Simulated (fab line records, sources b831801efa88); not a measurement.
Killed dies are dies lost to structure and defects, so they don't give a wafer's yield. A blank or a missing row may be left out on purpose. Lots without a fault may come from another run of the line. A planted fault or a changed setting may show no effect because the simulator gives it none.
A struck lot beside a sound one | flow sky130 | 15 steps out of a route of 708
Sound: wafers L522.2, L522.3, L522.5. Struck: wafers L505.1, L505.3, L505.5. The cause comes at the end.
At each step with rows: each side's tool, then ch and its chambers, then its first start. Under that, the readings that differ: sound wafers | struck wafers | difference of the means | sigmas: that difference in standard deviations of wafers without a fault.
alike: readings whose means differ by less than 2 such deviations, and words and numbers that are the same on both sides. not compared: withheld readings, readings that some wafer has no value for, bounds like >300 that may hide the same value, and numbers for which the record gives no deviation and whose values overlap.
The two part at a step that has a row with sigmas, a row that says differs or no value, or rows on one side only. Numbers that don't overlap but have no deviation are shown without sigmas and don't part them. A reading that every wafer of one side lacks parts them only if that side has two wafers or more.

first, 8 steps without rows for these wafers: SKY_LI_CONTACT_DEHYDRATE_04 (time 60 s); SKY_LI_CONTACT_HMDS_05 (prime time 60 s); SKY_LI_CONTACT_COAT_06 (resist thk 60 nm); SKY_LI_CONTACT_COAT_07 (resist thk 450 nm); SKY_LI_CONTACT_SOFTBAKE_08 (time 90 s); SKY_LI_CONTACT_EXPOSE_09 (exposes mask LICM1, target cd 170 nm); SKY_LI_CONTACT_PEB_10; SKY_LI_CONTACT_DEVELOP_11 (develop time 60 s).
SKY_LI_CONTACT_CD_MEAS_12: target cd 170 nm.
  sound on cd_sem-02, day 35 16:49; struck on cd_sem-02, day 30 10:55
  alike: cd_nm
SKY_LI_CONTACT_OVL_MEAS_13:
  sound on overlay-02, day 35 16:55; struck on overlay-02, day 30 11:02
  alike: LI_CONTACT_OVL
SKY_LI_CONTACT_ETCH_14: etches BARC in N2/H2, stops on SiO2, time 45.9 s, target depth 60 nm.
  sound on rie_diel-04 ch 1,2,3, day 35 16:57; struck on rie_diel-01 ch 0,1, day 30 11:04
  alike: drypump_motor_current_A, oes_product_au, throttle_valve_pct
  not compared: rf_hours_counter_h
SKY_LI_CONTACT_ETCH_15: etches PSG in C4F8/O2/Ar, stops on Si, target depth 600 nm.
  sound on rie_diel-04 ch 1,2,3, day 35 16:59; struck on rie_diel-01 ch 0,1, day 30 11:07
  alike: oes_product_au
SKY_LI_CONTACT_STRIP_16: strips in O2/N2.
  sound on plasma_asher-04 ch 0, day 35 17:04; struck on plasma_asher-01 ch 0,1, day 30 11:12
  no value came back on the struck wafers for chamber_pressure_mTorr (mTorr), drypump_motor_current_A (A), oes_product_au (a.u.), strip_time_to_endpoint_s (s); on the sound wafers chamber_pressure_mTorr (mTorr) reads 1501.7 1498.3 1502.1
  reading                                           | sound | struck            | difference | sigmas
  model.KrF-thick_of_LI_CONTACT_COAT_07.thk_nm (nm) | 0 0 0 | 232.3 241.1 231.7 | +235.0     |
  not compared: rf_hours_counter_h
then, 1 step without rows for these wafers: SKY_LI_CONTACT_CLEAN_17 (cleans in NMP, time 600 s).
-- the record jumps here: 16 days lie between the struck wafers' starts before and after (it left off in module LI_CONTACT and takes up again in module PAD_OPEN, whose first step shown is number 708 of the route) --
SKY_PAD_OPEN_PROBE_99:
  sound on prober-01, day 50 10:42; struck on prober-01, day 46 17:50
  reading            | sound    | struck      | difference | sigmas
  killed_at_contacts | 26 31 22 | 422 442 435 | +407       | +81
  killed_dies        | 87 93 72 | 492 492 492 | +408       | +44
  killed_on_rim      | 13 28 8  | 96 96 96    | +80        | +19
  alike: killed_at_M0_to_M3, killed_at_M4_up, killed_at_front_end, killed_at_other, killed_open, killed_short

WHERE THEY PART
First at SKY_LI_CONTACT_STRIP_16; last, within this record, at SKY_PAD_OPEN_PROBE_99.

WHY: what the simulator had put in
Skipped step whole: plasma_asher-01, from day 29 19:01 on, at SKY_LI_CONTACT_STRIP_16. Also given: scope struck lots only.
